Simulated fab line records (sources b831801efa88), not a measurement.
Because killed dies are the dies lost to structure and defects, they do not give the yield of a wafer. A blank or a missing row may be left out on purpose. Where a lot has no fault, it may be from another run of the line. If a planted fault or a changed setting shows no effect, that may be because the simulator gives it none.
Which tool did it? ; flow gf180mcu ; 39 wafers from 13 lots sampled at 5 of the route's 602 steps

WHAT THE GAUGES READ, wafer by wafer
GF_HV_LDD_TW_MEAS_50.
lot;measured;on;HV_LDD_4_TW
L200;day 12 08:40;filmMetro-03;571 570 570
L201;day 12 18:39;filmMetro-02;576 573 574
L203;day 13 06:51;filmMetro-04;551 549 550 551 551 549
L204;day 13 18:27;filmMetro-02;563 564 563
L212;day 16 10:55;filmMetro-04;558 561 560
L214;day 17 11:15;filmMetro-03;565 567 570
L215;day 17 11:23;filmMetro-02;572 571 564
L216;day 17 21:04;filmMetro-02;569 568 566
L217;day 18 06:12;filmMetro-02;569 570 567
L218;day 18 15:49;filmMetro-03;571 572 575
L220;day 19 02:16;filmMetro-04;559 559 556
L221;day 19 10:57;filmMetro-03;569 570 569
L222;day 19 15:49;filmMetro-03;567 569 569

GF_CONTACT_THK_MEAS_03.
lot;measured;on;CONTACT_CVD_02_THK (nm)
L200;day 15 00:31;filmMetro-03;857 858 859
L201;day 15 10:56;filmMetro-04;849 853 846
L203;day 16 00:01;filmMetro-04;842 832 852
L204;day 16 14:57;filmMetro-03;842 857 846
L212;day 19 15:35;filmMetro-02;877 866 868
L214;day 20 16:52;filmMetro-04;849 854 869
L215;day 20 17:37;filmMetro-02;850 845 853
L216;day 21 04:00;filmMetro-04;847 853 861
L217;day 21 13:14;filmMetro-04;843 871 853
L218;day 21 23:02;filmMetro-02;865 875 849
L220;day 22 08:02;filmMetro-02;854 852 879
L221;day 22 16:28;filmMetro-04;853 854 867
L222;day 22 20:28;filmMetro-04;849 839 875

WHICH TOOL RAN EACH LOT (tool, then ch and the chambers of the sampled wafers, then the start)
lot;GF_DUAL_GATE_STRIP_13;GF_HV_LDD_IMPLANT_48;GF_SALICIDE_SPUTTER_02
L200;plasmaAsher-03 ch 0, day 8 08:40;implanter-04 ch 0, day 12 08:25;pvdSputter-02, day 14 23:48
L201;plasmaAsher-03 ch 0,1, day 8 16:43;implanter-04 ch 0, day 12 18:24;pvdSputter-01, day 15 10:14
L203;plasmaAsher-03 ch 0,1, day 9 04:10;implanter-04 ch 0, day 13 06:36;pvdSputter-03, day 15 23:19
L204;plasmaAsher-02 ch 0,1, day 9 09:34;implanter-04 ch 0, day 13 18:12;pvdSputter-02, day 16 14:15
L212;plasmaAsher-04 ch 0,1, day 11 21:23;implanter-02 ch 0, day 16 10:43;pvdSputter-02, day 19 14:52
L214;plasmaAsher-02 ch 0,1, day 12 11:47;implanter-04 ch 0, day 17 11:02;pvdSputter-02, day 20 16:08
L215;plasmaAsher-04 ch 0,1, day 12 13:22;implanter-02 ch 0, day 17 11:08;pvdSputter-01, day 20 16:55
L216;plasmaAsher-03 ch 0,1, day 12 20:48;implanter-04 ch 0, day 17 20:50;pvdSputter-03, day 21 03:17
L217;plasmaAsher-04 ch 0,1, day 13 04:15;implanter-01 ch 0, day 18 05:59;pvdSputter-01, day 21 12:31
L218;plasmaAsher-03 ch 1, day 13 15:08;implanter-04 ch 0, day 18 15:31;pvdSputter-01, day 21 22:20
L220;plasmaAsher-03 ch 0,1, day 14 01:13;implanter-04 ch 0, day 19 02:01;pvdSputter-02, day 22 07:20
L221;plasmaAsher-03 ch 0,1, day 14 12:07;implanter-04 ch 0, day 19 10:42;pvdSputter-01, day 22 15:39
L222;plasmaAsher-02 ch 0,1, day 14 13:04;implanter-04 ch 0, day 19 15:34;pvdSputter-01, day 22 19:45
- GF_DUAL_GATE_STRIP_13: strips in O2/N2.
- GF_HV_LDD_IMPLANT_48
- GF_SALICIDE_SPUTTER_02: material Co, target thk 10 nm, time 20 s.

AS READ BY THE TOOLS THEMSELVES (means over the sampled wafers that have a number; for cases with no such wafer, the mark the record gives instead)
GF_DUAL_GATE_STRIP_13.
lot;tool;drypumpMotorCurrentA (A);heaterPowerW (W);oesProductAu (a.u.);stripTimeToEndpointS (s)
L200;plasmaAsher-03;5.0;332;0.716;12.653
L201;plasmaAsher-03;5.0;354;0.716;12.663
L203;plasmaAsher-03;5.0;347;0.712;12.639
L204;plasmaAsher-02;5.4;326;0.718;12.662
L212;plasmaAsher-04;6.0;319;0.718;12.637
L214;plasmaAsher-02;5.4;331;0.718;12.617
L215;plasmaAsher-04;6.0;312;0.715;12.610
L216;plasmaAsher-03;5.0;351;0.719;12.621
L217;plasmaAsher-04;5.5;303;0.721;12.592
L218;plasmaAsher-03;5.1;391;0.713;12.614
L220;plasmaAsher-03;5.0;365;0.717;12.621
L221;plasmaAsher-03;5.1;373;0.715;12.612
L222;plasmaAsher-02;5.3;318;0.722;12.626

GF_HV_LDD_IMPLANT_48.
lot;tool;doseIonsCm2
L200;implanter-04;3e+13
L201;implanter-04;3e+13
L203;implanter-04;3e+13
L204;implanter-04;3e+13
L212;implanter-02;3e+13
L214;implanter-04;3e+13
L215;implanter-02;3e+13
L216;implanter-04;3e+13
L217;implanter-01;3e+13
L218;implanter-04;3e+13
L220;implanter-04;3e+13
L221;implanter-04;3e+13
L222;implanter-04;3e+13

GF_SALICIDE_SPUTTER_02.
lot;tool;throttleValvePct (%)
L200;pvdSputter-02;30.3
L201;pvdSputter-01;28.8
L203;pvdSputter-03;29.9
L204;pvdSputter-02;30.6
L212;pvdSputter-02;29.4
L214;pvdSputter-02;30.1
L215;pvdSputter-01;28.8
L216;pvdSputter-03;29.6
L217;pvdSputter-01;29.5
L218;pvdSputter-01;28.7
L220;pvdSputter-02;30.4
L221;pvdSputter-01;30.3
L222;pvdSputter-01;29.7

THE ANSWER, worked out from the rows above alone
Rule: the lots themselves supply what counts as usual. The widest of any qualifying gaps counts: lots, ordered by their means at a reading, are off when they make up no more than a third of the lots, leave a main group of 4 or more, and stand apart from it by 3 or more times the standard deviation of that group's means. If all means in a main group match to the digits the tables above print for the reading, that group is not used. A lot without any number at a reading at which 4 lots or more have one is off too. Any other lot the step has rows for is counted as sound. The gauges are gone through in route order, then the tools' own readings, and for those a lot's mean is taken as printed above. At the first step where some lot is off, the reading lying furthest off is the one used; lots without a number count as furthest.
Across all readings shown, no lot is off: no conclusion can be drawn from this.

WHAT HAD BEEN PUT IN BY THE SIMULATOR
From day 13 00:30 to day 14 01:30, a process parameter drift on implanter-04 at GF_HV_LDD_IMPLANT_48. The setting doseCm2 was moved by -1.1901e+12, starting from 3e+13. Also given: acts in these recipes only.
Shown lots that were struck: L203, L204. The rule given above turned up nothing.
